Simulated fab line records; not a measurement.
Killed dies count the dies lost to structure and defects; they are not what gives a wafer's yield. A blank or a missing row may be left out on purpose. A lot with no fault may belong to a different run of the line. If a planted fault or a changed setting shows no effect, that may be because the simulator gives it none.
fab line records | flow sky130 | part 1 of 2: steps 1 to 29 of 40
[record] lots = 5 | wafers = 15 | last-day = 50
route steps=708 shown VT_ADJUST_PCH@144 SONOS_TUNNEL@154 SONOS_ONO@168
lots that met no fault: from a run of the same line without faults
start-h: hours from the record's opening day to when the first of the lot's shown wafers began | wait-h: hours from the lot's prior step to this one | " identical to the entry in the row above | L1.1+2: a row that stands for several wafers | - no value, or no start given | * or withheld: withheld | < > ~ a bound
route shown NAME@n: NAME is a module with steps in the file, n the number in the route of the first one | usual: mean/standard deviation taken from wafers without a fault | same: alike in all rows | chamber/n: place in a boat | sites: the reading at each site | _std_site: standard deviation of those values | _edge_site: the outer-site mean with the inner-site mean subtracted | radius-mm: how far each site lies from the wafer's centre | mask NAME#n: copy n | behind: the tool/chamber that last shaped the wafer | hold: why the lot was held/for how many hours/how that ended | device: the n, p or np transistor that did not switch | end of line: the route-end tests of the same wafers | where a step has no rows: the recipe by itself | killed: the dies lost at the first sort to structure and to defects; this is not the yield of the wafer | map: a wafer's dies, marking killed ones x, the rest . and places with no die _
set.NAME: the run value of the setting; set.NAME@STEP: its run value at that earlier step | model.NAME: the simulator's own value behind a step, which no gauge read
certain route steps with their lots: each step a table, each wafer a row
services: from which hour (start-h, from the record's first day; less than 0 if before it) a tool's chamber was out of use, for how many hours, and why
[[steps]]
[step SKY_VT_ADJUST_PCH_HMDS_01]
[recipe] prime-time-s = 60 | prime-temp-c = 120
lot.wafer  | tool           | chamber | start-h | wait-h
L074.1+4+5 | litho-track-01 | 0       | 216.34  | 0.1
L076.1+4+5 | litho-track-01 | 0       | 230.14  | 0.1
L084.2+3+4 | litho-track-04 | 0       | 290.81  | 0.1
L086.1+3+4 | litho-track-04 | 0       | 302.23  | 0.1
L097.1+2+3 | litho-track-01 | 0       | 391.39  | 0.1
[step SKY_VT_ADJUST_PCH_COAT_02]
[recipe] spin-rpm = 2000 | resist-thk-nm = 3000
lot.wafer  | tool           | chamber | start-h | wait-h
L074.1+4+5 | litho-track-01 | 0       | 216.49  | 0.1
L076.1+4+5 | litho-track-01 | 0       | 230.29  | 0.1
L084.2+3+4 | litho-track-04 | 0       | 290.96  | 0.1
L086.1+3+4 | litho-track-04 | 0       | 302.38  | 0.1
L097.1+2+3 | litho-track-01 | 0       | 391.54  | 0.1
[step SKY_VT_ADJUST_PCH_SOFTBAKE_03]
[recipe] temp-c = 109.4 | time-s = withheld
[usual] heater-power-total-W = 64.83/0.13
lot.wafer | tool           | chamber | start-h | wait-h | heater-power-total-W
L074.1    | litho-track-01 | 0       | 216.64  | 0.1    | 64.98
L074.4    | "              | 0       | "       | "      | 65.15
L074.5    | "              | 0       | "       | "      | 64.65
L076.1    | litho-track-01 | 0       | 230.44  | 0.1    | 64.69
L076.4    | "              | 0       | "       | "      | 64.75
L076.5    | "              | 0       | "       | "      | 65.03
L084.2    | litho-track-04 | 0       | 291.12  | 0.1    | 64.83
L084.3    | "              | 0       | "       | "      | 65.04
L084.4    | "              | 0       | "       | "      | 64.95
L086.1    | litho-track-04 | 0       | 302.53  | 0.1    | 64.82
L086.3    | "              | 0       | "       | "      | 64.85
L086.4    | "              | 0       | "       | "      | 64.78
L097.1    | litho-track-01 | 0       | 391.69  | 0.1    | 65.12
L097.2    | "              | 0       | "       | "      | 65.03
L097.3    | "              | 0       | "       | "      | 64.91
[step SKY_VT_ADJUST_PCH_EXPOSE_04]
[recipe] mask-id = NWM | na = 0.6 | source-shape = conventional | sigma-outer = 0.6 | polarization = unpolarized | target-cd-nm = 840 | dose-mj = 255
[same] na = 0.6
lot.wafer  | tool             | chamber | start-h | wait-h | mask
L074.1+4+5 | iline-stepper-01 | 0       | -       | -      | NWM#0
L076.1+4+5 | iline-stepper-02 | 0       | -       | -      | NWM#0
L084.2+3+4 | iline-stepper-02 | 0       | -       | -      | NWM#0
L086.1+3+4 | iline-stepper-01 | 0       | -       | -      | NWM#0
L097.1+2+3 | iline-stepper-02 | 0       | -       | -      | NWM#0
[step SKY_VT_ADJUST_PCH_PEB_05]
[recipe] temp-c = 115 | time-s = withheld
[usual] heater-power-total-W = 69.34/0.13
lot.wafer | tool           | chamber | start-h | wait-h | heater-power-total-W
L074.1    | litho-track-01 | 0       | -       | -      | 69.51
L074.4    | "              | 0       | "       | "      | 69.36
L074.5    | "              | 0       | "       | "      | 69.20
L076.1    | litho-track-01 | 0       | -       | -      | 69.37
L076.4    | "              | 0       | "       | "      | 69.52
L076.5    | "              | 0       | "       | "      | 69.53
L084.2    | litho-track-01 | 0       | -       | -      | 69.20
L084.3    | "              | 0       | "       | "      | 69.45
L084.4    | "              | 0       | "       | "      | 69.44
L086.1    | litho-track-02 | 0       | -       | -      | 69.22
L086.3    | "              | 0       | "       | "      | 69.45
L086.4    | "              | 0       | "       | "      | 69.47
L097.1    | litho-track-04 | 0       | -       | -      | 69.13
L097.2    | "              | 0       | "       | "      | 69.29
L097.3    | "              | 0       | "       | "      | 69.24
[step SKY_VT_ADJUST_PCH_DEVELOP_06]
[recipe] wall-angle-deg = 90 | developer = TMAH | develop-time-s = 60 | dev-temp-c = 23
[usual] developer-temp-C = 23.01/0.094
[same] develop-time-s = 60
lot.wafer | tool           | chamber | start-h | wait-h | developer-temp-C
L074.1    | litho-track-01 | 0       | -       | -      | 22.97
L074.4    | "              | 0       | "       | "      | 22.97
L074.5    | "              | 0       | "       | "      | 22.98
L076.1    | litho-track-01 | 0       | -       | -      | 22.94
L076.4    | "              | 0       | "       | "      | 22.84
L076.5    | "              | 0       | "       | "      | 22.95
L084.2    | litho-track-01 | 0       | -       | -      | 23.08
L084.3    | "              | 0       | "       | "      | 23.15
L084.4    | "              | 0       | "       | "      | 23.15
L086.1    | litho-track-02 | 0       | -       | -      | 22.99
L086.3    | "              | 0       | "       | "      | 22.95
L086.4    | "              | 0       | "       | "      | 23.25
L097.1    | litho-track-04 | 0       | -       | -      | 23.05
L097.2    | "              | 0       | "       | "      | 23.16
L097.3    | "              | 0       | "       | "      | 23.13
[step SKY_VT_ADJUST_PCH_OVL_MEAS_07]
[usual] VT_ADJUST_PCH_OVL = 0.7/1.6
lot.wafer | tool       | chamber | start-h | wait-h | VT_ADJUST_PCH_OVL[nm]
L074.1    | overlay-02 | -       | 228.34  | -      | -1.4
L074.4    | "          | -       | "       | "      | 0.6
L074.5    | "          | -       | "       | "      | -0.5
L076.1    | overlay-01 | -       | 241.99  | -      | 0.9
L076.4    | "          | -       | "       | "      | 2.4
L076.5    | "          | -       | "       | "      | 2.7
L084.2    | overlay-01 | -       | 304.04  | -      | 1.4
L084.3    | "          | -       | "       | "      | 2.8
L084.4    | "          | -       | "       | "      | 2.4
L086.1    | overlay-01 | -       | 315.19  | -      | 0.1
L086.3    | "          | -       | "       | "      | 1.2
L086.4    | "          | -       | "       | "      | 0.4
L097.1    | overlay-01 | -       | 406.63  | -      | 1.0
L097.2    | "          | -       | "       | "      | 1.9
L097.3    | "          | -       | "       | "      | 4.1
[step SKY_VT_ADJUST_PCH_IMPLANT_08]
[recipe] species = B | energy-kev = 10 | dose-cm2 = 5e+11 | tilt-deg = withheld
[usual] end-station-pressure-torr = 4.95e-06/2.5e-07
lot.wafer | tool         | chamber | start-h | wait-h | end-station-pressure-torr
L074.1    | implanter-03 | 0       | 228.38  | 0.0    | 5.02e-06
L074.4    | "            | 0       | "       | "      | 4.46e-06
L074.5    | "            | 0       | "       | "      | 5.52e-06
L076.1    | implanter-04 | 0       | 242.03  | 0.0    | 4.89e-06
L076.4    | "            | 0       | "       | "      | 5.05e-06
L076.5    | "            | 0       | "       | "      | 4.96e-06
L084.2    | implanter-04 | 0       | 304.10  | 0.0    | 5.29e-06
L084.3    | "            | 0       | "       | "      | 4.7e-06
L084.4    | "            | 0       | "       | "      | 4.38e-06
L086.1    | implanter-03 | 0       | 315.22  | 0.0    | 5.32e-06
L086.3    | "            | 0       | "       | "      | 5.55e-06
L086.4    | "            | 0       | "       | "      | 5e-06
L097.1    | implanter-04 | 0       | 406.67  | 0.0    | 5.32e-06
L097.2    | "            | 0       | "       | "      | 4.74e-06
L097.3    | "            | 0       | "       | "      | 4.96e-06
[step SKY_VT_ADJUST_PCH_STRIP_09]
[recipe] chemistry = O2/N2 | power-w = 1400 | pressure-mtorr = 1500 | platen-temp-c = withheld | o2-flow-sccm = 3000 | n2-flow-sccm = 300 | overash-fraction = 0.5
[usual] drypump-motor-current-A = 6.2/0.31 | o2-flow-sccm = 3001/8.5 | oes-product-au = 0.723/0.0048 | strip-time-to-endpoint-s = 36.95/0.13
lot.wafer | tool            | chamber | start-h | wait-h | drypump-motor-current-A | o2-flow-sccm | oes-product-au | rf-hours-counter-h | strip-time-to-endpoint-s
L074.1    | plasma-asher-02 | 1       | 228.53  | 0.1    | 5.6                     | 2993         | 0.723          | 11                 | 37.03
L074.4    | "               | 0       | "       | "      | 5.6                     | 3005         | 0.720          | -                  | 36.94
L074.5    | "               | 1       | "       | "      | 5.6                     | 2985         | 0.720          | -                  | 37.00
L076.1    | plasma-asher-03 | 0       | 242.18  | 0.1    | 5.7                     | 2990         | 0.717          | 54                 | 37.24
L076.4    | "               | 0       | "       | "      | 5.7                     | 2999         | 0.721          | -                  | 37.27
L076.5    | "               | 0       | "       | "      | 5.7                     | 2997         | 0.729          | -                  | 37.30
L084.2    | plasma-asher-04 | 0       | 304.22  | 0.1    | 6.2                     | 3005         | 0.723          | 60                 | 36.98
L084.3    | "               | 1       | "       | "      | 6.3                     | 2998         | 0.726          | -                  | 36.95
L084.4    | "               | 0       | "       | "      | 6.2                     | 2997         | 0.719          | -                  | 36.97
L086.1    | plasma-asher-02 | 1       | 315.37  | 0.1    | 5.7                     | 3007         | 0.724          | 20                 | 36.89
L086.3    | "               | 0       | "       | "      | 5.6                     | 2988         | 0.727          | -                  | 37.06
L086.4    | "               | 1       | "       | "      | 5.6                     | 3003         | 0.722          | -                  | 36.94
L097.1    | plasma-asher-04 | 1       | 406.82  | 0.1    | 6.3                     | 3002         | 0.720          | 72                 | 36.92
L097.2    | "               | 0       | "       | "      | 6.2                     | 3007         | 0.728          | 72                 | 36.84
L097.3    | "               | 1       | "       | "      | 6.3                     | 2997         | 0.725          | -                  | 36.94
[step SKY_VT_ADJUST_PCH_TW_MEAS_10]
[usual] VT_ADJUST_PCH_TW = 142.8/2.1
lot.wafer | tool          | chamber | start-h | wait-h | VT_ADJUST_PCH_TW
L074.1    | film-metro-03 | -       | 228.63  | 0.1    | 139.9
L074.4    | "             | -       | "       | "      | 140.7
L074.5    | "             | -       | "       | "      | 140.5
L076.1    | film-metro-03 | -       | 242.28  | 0.1    | 140.3
L076.4    | "             | -       | "       | "      | 140.4
L076.5    | "             | -       | "       | "      | 140.7
L084.2    | film-metro-03 | -       | 304.33  | 0.1    | 139.3
L084.3    | "             | -       | "       | "      | 139.7
L084.4    | "             | -       | "       | "      | 139.7
L086.1    | film-metro-04 | -       | 315.47  | 0.1    | 144.9
L086.3    | "             | -       | "       | "      | 145.4
L086.4    | "             | -       | "       | "      | 145.1
L097.1    | film-metro-02 | -       | 406.92  | 0.1    | 142.8
L097.2    | "             | -       | "       | "      | 142.9
L097.3    | "             | -       | "       | "      | 141.8
[step SKY_SONOS_TUNNEL_DEHYDRATE_00]
[recipe] temp-c = 200 | time-s = 60
[usual] heater-power-total-W = 160.38/0.11
lot.wafer | tool           | chamber | start-h | wait-h | heater-power-total-W
L074.1    | litho-track-03 | 0       | 239.60  | 11.0   | 160.51
L074.4    | "              | 0       | "       | "      | 160.45
L074.5    | "              | 0       | "       | "      | 160.43
L076.1    | litho-track-04 | 0       | 253.83  | 11.5   | 160.39
L076.4    | "              | 0       | "       | "      | 160.36
L076.5    | "              | 0       | "       | "      | 160.26
L084.2    | litho-track-02 | 0       | 316.16  | 11.8   | 160.49
L084.3    | "              | 0       | "       | "      | 160.28
L084.4    | "              | 0       | "       | "      | 160.40
L086.1    | litho-track-04 | 0       | 328.53  | 13.1   | 160.49
L086.3    | "              | 0       | "       | "      | 160.53
L086.4    | "              | 0       | "       | "      | 160.48
L097.1    | litho-track-04 | 0       | 421.83  | 14.9   | 160.54
L097.2    | "              | 0       | "       | "      | 160.53
L097.3    | "              | 0       | "       | "      | 160.27
[step SKY_SONOS_TUNNEL_HMDS_01]
[recipe] prime-time-s = 60 | prime-temp-c = 120
lot.wafer  | tool           | chamber | start-h | wait-h
L074.1+4+5 | litho-track-03 | 0       | 239.75  | 0.1
L076.1+4+5 | litho-track-04 | 0       | 253.98  | 0.1
L084.2+3+4 | litho-track-02 | 0       | 316.31  | 0.1
L086.1+3+4 | litho-track-04 | 0       | 328.68  | 0.1
L097.1+2+3 | litho-track-04 | 0       | 421.98  | 0.1
[step SKY_SONOS_TUNNEL_COAT_02]
[recipe] resist = NOVOLAK | spin-rpm = 3000 | resist-thk-nm = 1140
lot.wafer  | tool           | chamber | start-h | wait-h
L074.1+4+5 | litho-track-03 | 0       | 239.90  | 0.1
L076.1+4+5 | litho-track-04 | 0       | 254.13  | 0.1
L084.2+3+4 | litho-track-02 | 0       | 316.46  | 0.1
L086.1+3+4 | litho-track-04 | 0       | 328.83  | 0.1
L097.1+2+3 | litho-track-04 | 0       | 422.13  | 0.1
[step SKY_SONOS_TUNNEL_SOFTBAKE_03]
[recipe] temp-c = 90 | time-s = 60 | resist = NOVOLAK
[usual] heater-power-total-W = 56.60/0.045
lot.wafer | tool           | chamber | start-h | wait-h | heater-power-total-W
L074.1    | litho-track-03 | 0       | 240.05  | 0.1    | 56.60
L074.4    | "              | 0       | "       | "      | 56.58
L074.5    | "              | 0       | "       | "      | 56.64
L076.1    | litho-track-04 | 0       | 254.28  | 0.1    | 56.64
L076.4    | "              | 0       | "       | "      | 56.58
L076.5    | "              | 0       | "       | "      | 56.60
L084.2    | litho-track-02 | 0       | 316.61  | 0.1    | 56.63
L084.3    | "              | 0       | "       | "      | 56.65
L084.4    | "              | 0       | "       | "      | 56.53
L086.1    | litho-track-04 | 0       | 328.98  | 0.1    | 56.60
L086.3    | "              | 0       | "       | "      | 56.58
L086.4    | "              | 0       | "       | "      | 56.60
L097.1    | litho-track-04 | 0       | 422.28  | 0.1    | 56.63
L097.2    | "              | 0       | "       | "      | 56.57
L097.3    | "              | 0       | "       | "      | 56.59
[step SKY_SONOS_TUNNEL_EXPOSE_04]
[recipe] mask-id = TUNM | na = 0.6 | source-shape = conventional | sigma-outer = 0.6 | polarization = unpolarized | target-cd-nm = 410 | dose-mj = 136
[same] na = 0.6
lot.wafer  | tool             | chamber | start-h | wait-h | mask
L074.1+4+5 | iline-stepper-02 | 0       | -       | -      | TUNM#0
L076.1+4+5 | iline-stepper-02 | 0       | -       | -      | TUNM#0
L084.2+3+4 | iline-stepper-01 | 0       | -       | -      | TUNM#0
L086.1+3+4 | iline-stepper-02 | 0       | -       | -      | TUNM#0
L097.1+2+3 | iline-stepper-02 | 0       | -       | -      | TUNM#0
[step SKY_SONOS_TUNNEL_PEB_05]
[recipe] temp-c = withheld | time-s = * | resist = NOVOLAK
lot.wafer  | tool           | chamber | start-h | wait-h
L074.1+4+5 | litho-track-02 | 0       | -       | -
L076.1+4+5 | litho-track-02 | 0       | -       | -
L084.2+3+4 | litho-track-03 | 0       | -       | -
L086.1+3+4 | litho-track-04 | 0       | -       | -
L097.1+2+3 | litho-track-02 | 0       | -       | -
[step SKY_SONOS_TUNNEL_DEVELOP_06]
[recipe] resist = NOVOLAK | developer = TMAH | develop-time-s = 60 | dev-temp-c = 23
[usual] developer-temp-C = 22.99/0.11
[same] develop-time-s = 60
lot.wafer | tool           | chamber | start-h | wait-h | developer-temp-C
L074.1    | litho-track-02 | 0       | 251.99  | 0.1    | 22.96
L074.4    | "              | 0       | "       | "      | 23.01
L074.5    | "              | 0       | "       | "      | 22.93
L076.1    | litho-track-02 | 0       | 265.89  | 0.1    | 22.95
L076.4    | "              | 0       | "       | "      | 22.88
L076.5    | "              | 0       | "       | "      | 23.07
L084.2    | litho-track-03 | 0       | 330.08  | 0.1    | 22.98
L084.3    | "              | 0       | "       | "      | 23.06
L084.4    | "              | 0       | "       | "      | 23.06
L086.1    | litho-track-04 | 0       | 340.83  | 0.1    | 23.14
L086.3    | "              | 0       | "       | "      | 22.99
L086.4    | "              | 0       | "       | "      | 22.95
L097.1    | litho-track-02 | 0       | 436.94  | 0.1    | 22.96
L097.2    | "              | 0       | "       | "      | 22.77
L097.3    | "              | 0       | "       | "      | 22.87
[step SKY_SONOS_TUNNEL_CD_MEAS_07]
[recipe] target-cd-nm = 410
[usual] cd-nm = 410.2/2.3
lot.wafer | tool      | chamber | start-h | wait-h | cd-nm
L074.1    | cd-sem-01 | -       | 252.14  | 0.1    | 407.1
L074.4    | "         | -       | "       | "      | 407.0
L074.5    | "         | -       | "       | "      | 408.8
L076.1    | cd-sem-01 | -       | 266.04  | 0.1    | 412.5
L076.4    | "         | -       | "       | "      | 412.8
L076.5    | "         | -       | "       | "      | 413.6
L084.2    | cd-sem-01 | -       | 330.22  | 0.1    | 415.2
L084.3    | "         | -       | "       | "      | 413.3
L084.4    | "         | -       | "       | "      | 413.0
L086.1    | cd-sem-01 | -       | 340.98  | 0.1    | 410.5
L086.3    | "         | -       | "       | "      | 407.0
L086.4    | "         | -       | "       | "      | 410.3
L097.1    | cd-sem-01 | -       | 437.09  | 0.1    | 407.9
L097.2    | "         | -       | "       | "      | 408.7
L097.3    | "         | -       | "       | "      | 408.6
[step SKY_SONOS_TUNNEL_OVL_MEAS_08]
[usual] SONOS_TUNNEL_OVL = -1.0/1.6
lot.wafer | tool       | chamber | start-h | wait-h | SONOS_TUNNEL_OVL[nm]
L074.1    | overlay-02 | -       | 252.26  | 0.1    | -3.1
L074.4    | "          | -       | "       | "      | 0.4
L074.5    | "          | -       | "       | "      | -1.6
L076.1    | overlay-01 | -       | 266.16  | 0.1    | -2.6
L076.4    | "          | -       | "       | "      | -1.7
L076.5    | "          | -       | "       | "      | -1.8
L084.2    | overlay-02 | -       | 330.35  | 0.1    | -2.6
L084.3    | "          | -       | "       | "      | -2.3
L084.4    | "          | -       | "       | "      | -1.6
L086.1    | overlay-01 | -       | 341.10  | 0.1    | 1.1
L086.3    | "          | -       | "       | "      | 0.5
L086.4    | "          | -       | "       | "      | 0.3
L097.1    | overlay-01 | -       | 437.21  | 0.1    | -0.6
L097.2    | "          | -       | "       | "      | 0.6
L097.3    | "          | -       | "       | "      | -0.5
[step SKY_SONOS_TUNNEL_IMPLANT_09]
[recipe] species = B | energy-kev = 20 | dose-cm2 = 9.792e+11 | tilt-deg = withheld
[usual] end-station-pressure-torr = 5e-06/3e-07
lot.wafer | tool         | chamber | start-h | wait-h | end-station-pressure-torr
L074.1    | implanter-01 | 0       | 252.29  | 0.0    | 4.9e-06
L074.4    | "            | 0       | "       | "      | 5.1e-06
L074.5    | "            | 0       | "       | "      | 5.5e-06
L076.1    | implanter-01 | 0       | 266.19  | 0.0    | 4.8e-06
L076.4    | "            | 0       | "       | "      | 4.9e-06
L076.5    | "            | 0       | "       | "      | 5.3e-06
L084.2    | implanter-02 | 0       | 330.41  | 0.0    | 5.1e-06
L084.3    | "            | 0       | "       | "      | 5e-06
L084.4    | "            | 0       | "       | "      | 5.2e-06
L086.1    | implanter-02 | 0       | 341.14  | 0.0    | 4.9e-06
L086.3    | "            | 0       | "       | "      | 5.7e-06
L086.4    | "            | 0       | "       | "      | 5e-06
L097.1    | implanter-04 | 0       | 437.24  | 0.0    | 5.5e-06
L097.2    | "            | 0       | "       | "      | 5e-06
L097.3    | "            | 0       | "       | "      | 5e-06
[step SKY_SONOS_TUNNEL_WET_ETCH_10]
[recipe] chemistry = dHF | target-depth-nm = 14 | target = SiO2 | dilution = 100:1 | temp-c = 25 | time-s = 280
lot.wafer  | tool         | chamber | start-h | wait-h
L074.1+4+5 | wet-bench-01 | 1       | 252.44  | 0.1
L076.1+4+5 | wet-bench-01 | 3       | 266.34  | 0.1
L084.2+3+4 | wet-bench-03 | 1       | 330.53  | 0.1
L086.1+3+4 | wet-bench-03 | 3       | 341.29  | 0.1
L097.1+2+3 | wet-bench-03 | 0       | 437.39  | 0.1
[step SKY_SONOS_TUNNEL_STRIP_11]
[recipe] chemistry = SPM | time-s = 600 | temp-c = 130
[usual] bath-guard-temp-C = 129.9/0.56
lot.wafer | tool         | chamber | start-h | wait-h | bath-guard-temp-C
L074.1    | wet-bench-01 | 0       | 252.54  | 0.0    | 129.4
L074.4    | "            | 0       | "       | "      | 129.0
L074.5    | "            | 0       | "       | "      | 129.1
L076.1    | wet-bench-03 | 1       | 266.44  | 0.0    | 129.6
L076.4    | "            | 1       | "       | "      | 129.9
L076.5    | "            | 1       | "       | "      | 129.8
L084.2    | wet-bench-01 | 0       | 330.62  | 0.0    | 129.1
L084.3    | "            | 0       | "       | "      | 129.4
L084.4    | "            | 0       | "       | "      | 129.1
L086.1    | wet-bench-02 | 0       | 341.38  | 0.0    | 130.1
L086.3    | "            | 0       | "       | "      | 130.6
L086.4    | "            | 0       | "       | "      | 130.4
L097.1    | wet-bench-02 | 2       | 437.48  | 0.0    | 129.5
L097.2    | "            | 2       | "       | "      | 129.2
L097.3    | "            | 2       | "       | "      | 129.4
[step SKY_SONOS_TUNNEL_TW_MEAS_12]
[usual] SONOS_TUNNEL_TW = 195.6/2.7
lot.wafer | tool          | chamber | start-h | wait-h | SONOS_TUNNEL_TW
L074.1    | film-metro-04 | -       | 252.73  | 0.0    | 199.4
L074.4    | "             | -       | "       | "      | 200.9
L074.5    | "             | -       | "       | "      | 199.3
L076.1    | film-metro-01 | -       | 266.61  | 0.0    | 196.3
L076.4    | "             | -       | "       | "      | 195.9
L076.5    | "             | -       | "       | "      | 195.8
L084.2    | film-metro-01 | -       | 331.01  | 0.0    | 196.3
L084.3    | "             | -       | "       | "      | 194.4
L084.4    | "             | -       | "       | "      | 194.9
L086.1    | film-metro-04 | -       | 341.57  | 0.0    | 199.0
L086.3    | "             | -       | "       | "      | 200.7
L086.4    | "             | -       | "       | "      | 199.2
L097.1    | film-metro-04 | -       | 437.65  | 0.0    | 199.8
L097.2    | "             | -       | "       | "      | 199.0
L097.3    | "             | -       | "       | "      | 199.1
[step SKY_SONOS_TUNNEL_CLEAN_13]
[recipe] chemistry = dHF | time-s = 20 | dilution = 100:1 | dry = ipa-marangoni
lot.wafer  | tool         | chamber | start-h | wait-h
L074.1+4+5 | wet-bench-01 | 0       | 252.79  | 0.1
L076.1+4+5 | wet-bench-01 | 1       | 266.67  | 0.1
L084.2+3+4 | wet-bench-03 | 1       | 331.06  | 0.0
L086.1+3+4 | wet-bench-03 | 3       | 341.63  | 0.1
L097.1+2+3 | wet-bench-01 | 2       | 437.71  | 0.1
[step SKY_SONOS_ONO_OXIDATION_00]
[recipe] temp-c = 800 | ambient = O2 | idle-temp-c = 700 | ramp-up-c-per-min = 10 | ramp-down-c-per-min = 3 | stabilise-s = 600 | purge-s = 300 | target-thk-a = 26 | ox-time-s = 1249
[usual] ramp-down-c-per-min = 3.0000/0.00054 | zone-power-upper-pct = 14.7/1.2
lot.wafer | tool       | chamber | start-h | wait-h | ramp-down-c-per-min | zone-power-upper-pct
L074.1    | furnace-01 | 0       | 254.41  | 1.6    | 2.9999              | 16.1
L074.4    | "          | 0       | "       | "      | 3.0008              | 16.0
L074.5    | "          | 0       | "       | "      | 3.0002              | 16.0
L076.1    | furnace-01 | 0       | 268.59  | 1.9    | 3.0001              | 16.1
L076.4    | "          | 0       | "       | "      | 3.0003              | 15.8
L076.5    | "          | 0       | "       | "      | 3.0008              | 15.9
L084.2    | furnace-01 | 0       | 331.97  | 0.9    | 3.0001              | 15.9
L084.3    | "          | 0       | "       | "      | 3.0002              | 15.9
L084.4    | "          | 0       | "       | "      | 3.0007              | 15.8
L086.1    | furnace-01 | 0       | 341.80  | 0.2    | 2.9998              | 15.8
L086.3    | "          | 0       | "       | "      | 2.9995              | 15.6
L086.4    | "          | 0       | "       | "      | 2.9999              | 16.0
L097.1    | furnace-02 | 0       | 437.84  | 0.1    | 3.0008              | 13.6
L097.2    | "          | 0       | "       | "      | 3.0003              | 13.5
L097.3    | "          | 0       | "       | "      | 2.9999              | 13.4
[step SKY_SONOS_ONO_THK_MEAS_01]
[recipe] reads = SiO2_of_SONOS_ONO_OXIDATION_00
[usual] SONOS_ONO_OXIDATION_THK = 2.60/0.052
lot.wafer | tool          | chamber | start-h | wait-h | SONOS_ONO_OXIDATION_THK[nm]
L074.1    | film-metro-04 | -       | 255.76  | 0.0    | 2.60
L074.4    | "             | -       | "       | "      | 2.57
L074.5    | "             | -       | "       | "      | 2.63
L076.1    | film-metro-01 | -       | 269.94  | 0.0    | 2.58
L076.4    | "             | -       | "       | "      | 2.55
L076.5    | "             | -       | "       | "      | 2.63
L084.2    | film-metro-04 | -       | 333.33  | 0.0    | 2.62
L084.3    | "             | -       | "       | "      | 2.54
L084.4    | "             | -       | "       | "      | 2.69
L086.1    | film-metro-02 | -       | 343.15  | 0.0    | 2.57
L086.3    | "             | -       | "       | "      | 2.61
L086.4    | "             | -       | "       | "      | 2.57
L097.1    | film-metro-02 | -       | 439.19  | 0.0    | 2.50
L097.2    | "             | -       | "       | "      | 2.58
L097.3    | "             | -       | "       | "      | 2.62
[step SKY_SONOS_ONO_CVD_02]
[recipe] material = Si3N4 | precursor = DCS/NH3 | target-thk-nm = 10.5 | temp-c = 770 | time-s = 180 | pressure-mtorr = 250
[usual] zone-power-upper-pct = 12.6/1.1
lot.wafer | tool     | chamber | start-h | wait-h | zone-power-upper-pct
L074.1    | lpcvd-02 | 1       | 257.06  | 1.3    | 13.5
L074.4    | "        | 1       | "       | "      | 13.4
L074.5    | "        | 1       | "       | "      | 13.3
L076.1    | lpcvd-02 | 1       | 270.00  | 0.1    | 13.6
L076.4    | "        | 1       | "       | "      | 13.5
L076.5    | "        | 1       | "       | "      | 13.4
L084.2    | lpcvd-02 | 1       | 334.91  | 1.6    | 13.4
L084.3    | "        | 1       | "       | "      | 13.4
L084.4    | "        | 1       | "       | "      | 13.5
L086.1    | lpcvd-02 | 0       | 344.99  | 1.8    | 11.1
L086.3    | "        | 0       | "       | "      | 11.2
L086.4    | "        | 0       | "       | "      | 11.1
L097.1    | lpcvd-02 | 1       | 439.25  | 0.1    | 13.2
L097.2    | "        | 1       | "       | "      | 13.7
L097.3    | "        | 1       | "       | "      | 13.6
[step SKY_SONOS_ONO_THK_MEAS_03]
[recipe] reads = Si3N4_of_SONOS_ONO_CVD_02
[usual] SONOS_ONO_CVD_02_THK = 10.53/0.17
lot.wafer | tool          | chamber | start-h | wait-h | SONOS_ONO_CVD_02_THK[nm]
L074.1    | film-metro-04 | -       | 258.11  | 0.0    | 10.42
L074.4    | "             | -       | "       | "      | 10.45
L074.5    | "             | -       | "       | "      | 10.49
L076.1    | film-metro-04 | -       | 271.05  | 0.0    | 10.60
L076.4    | "             | -       | "       | "      | 10.67
L076.5    | "             | -       | "       | "      | 10.67
L084.2    | film-metro-04 | -       | 335.97  | 0.0    | 10.50
L084.3    | "             | -       | "       | "      | 10.67
L084.4    | "             | -       | "       | "      | 10.58
L086.1    | film-metro-04 | -       | 346.04  | 0.0    | 10.19
L086.3    | "             | -       | "       | "      | 10.10
L086.4    | "             | -       | "       | "      | 10.27
L097.1    | film-metro-02 | -       | 440.30  | 0.0    | 10.46
L097.2    | "             | -       | "       | "      | 10.41
L097.3    | "             | -       | "       | "      | 10.48
[step SKY_SONOS_ONO_CVD_04]
[recipe] material = SiO2 | precursor = SiH4/N2O | target-thk-nm = 5.7199 | temp-c = 900 | pressure-mtorr = 400
[usual] zone-power-upper-pct = 18.1/0.67
lot.wafer | tool     | chamber | start-h | wait-h | zone-power-upper-pct
L074.1    | lpcvd-03 | 0       | 258.17  | 0.1    | 18.5
L074.4    | "        | 0       | "       | "      | 18.9
L074.5    | "        | 0       | "       | "      | 19.0
L076.1    | lpcvd-03 | 0       | 271.11  | 0.1    | 18.8
L076.4    | "        | 0       | "       | "      | 19.0
L076.5    | "        | 0       | "       | "      | 18.9
L084.2    | lpcvd-03 | 1       | 336.02  | 0.0    | 17.5
L084.3    | "        | 1       | "       | "      | 17.6
L084.4    | "        | 1       | "       | "      | 17.5
L086.1    | lpcvd-03 | 1       | 346.10  | 0.1    | 17.5
L086.3    | "        | 1       | "       | "      | 17.6
L086.4    | "        | 1       | "       | "      | 17.3
L097.1    | lpcvd-03 | 0       | 440.36  | 0.1    | 18.6
L097.2    | "        | 0       | "       | "      | 18.8
L097.3    | "        | 0       | "       | "      | 18.5
